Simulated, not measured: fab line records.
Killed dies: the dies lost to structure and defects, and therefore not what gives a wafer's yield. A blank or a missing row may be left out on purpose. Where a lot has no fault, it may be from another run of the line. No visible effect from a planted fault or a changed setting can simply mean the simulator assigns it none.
A struck lot beside a sound one :: flow sky130 :: 14 steps out of a route of 708
Sound: wafers L657.1, L657.3, L657.6. Wafers L675.1, L675.5, L675.6 were the ones struck. At the end, the cause is stated.
At each step with rows: each side's tool, then ch and its chambers, then its first start. Under that, the readings that differ: sound wafers :: struck wafers :: difference of the means :: sigmas: that difference in standard deviations of wafers without a fault.
alike: a reading whose means differ by less than 2 such deviations, as well as words and numbers matching on both sides. not compared: withheld readings; readings where some wafer has no value; bounds like >300 that might hide an equal value; numbers whose values overlap and for which the record gives no deviation.
Wherever a step has rows on one side only, a row that says differs or no value, or a row with sigmas, the two part there. Numbers that have no deviation but don't overlap get no sigmas and don't part them. A reading that every wafer of one side lacks parts them only if that side has two wafers or more.

SKY_CAP2M_OVL_MEAS_12:
  sound: overlay-02 at day 41 18:41; struck: overlay-02 at day 46 12:02
  alike: CAP2M_OVL
SKY_CAP2M_METAL_ETCH_13: etches TiN in Cl2/BCl3, stops on SiO2, target depth 220 nm, time 62.9 s.
  sound on rie_metal-04 ch 0, day 41 18:43; struck on rie_metal-01 ch 0,1, day 46 12:04
reading: oes_product_au (a.u.)
sound: 0.953 0.963 0.950
struck: 0.935 0.947 0.932
difference: -0.017
sigmas: -2
  alike: drypump_motor_current_A, throttle_valve_pct
  not compared: rf_hours_counter_h
SKY_CAP2M_STRIP_14: strips in O2/N2.
  sound on plasma_asher-03 ch 0,1, day 41 18:47; struck on plasma_asher-01 ch 0,1, day 46 12:09
  alike: drypump_motor_current_A, oes_product_au, strip_time_to_endpoint_s
  not compared: rf_hours_counter_h
then, 9 steps without rows for these wafers: SKY_CAP2M_STRIP_15 (strips in post etch residue remover, time 1200 s); SKY_CAP2M_CLEAN_16 (cleans in IPA, time 180 s); SKY_CAP2M_CLEAN_17 (cleans in O3/DIW); SKY_METAL4_DEHYDRATE_05 (time 60 s); SKY_METAL4_HMDS_06 (prime time 60 s); SKY_METAL4_COAT_07 (resist thk 60 nm); SKY_METAL4_COAT_08 (resist thk 1140 nm); SKY_METAL4_SOFTBAKE_09 (time 90 s); SKY_METAL4_EXPOSE_10 (exposes mask MM4, target cd 300 nm).
SKY_METAL4_PEB_11:
  sound on litho_track-01 ch 0, day 42 19:00; struck on litho_track-03, day 47 08:00
reading: exhaust_pa (Pa)
sound: 45.7 44.6 45.0
struck: - - -
difference: no value on the struck wafers
sigmas: 
  not compared: chill_plate_temp_C
then, 1 step without rows for these wafers: SKY_METAL4_DEVELOP_12 (develop time 60 s).

## WHERE THEY PART
At SKY_CAP2M_METAL_ETCH_13 first; at SKY_METAL4_PEB_11 last (within this record only).

WHY: whatever the simulator had introduced
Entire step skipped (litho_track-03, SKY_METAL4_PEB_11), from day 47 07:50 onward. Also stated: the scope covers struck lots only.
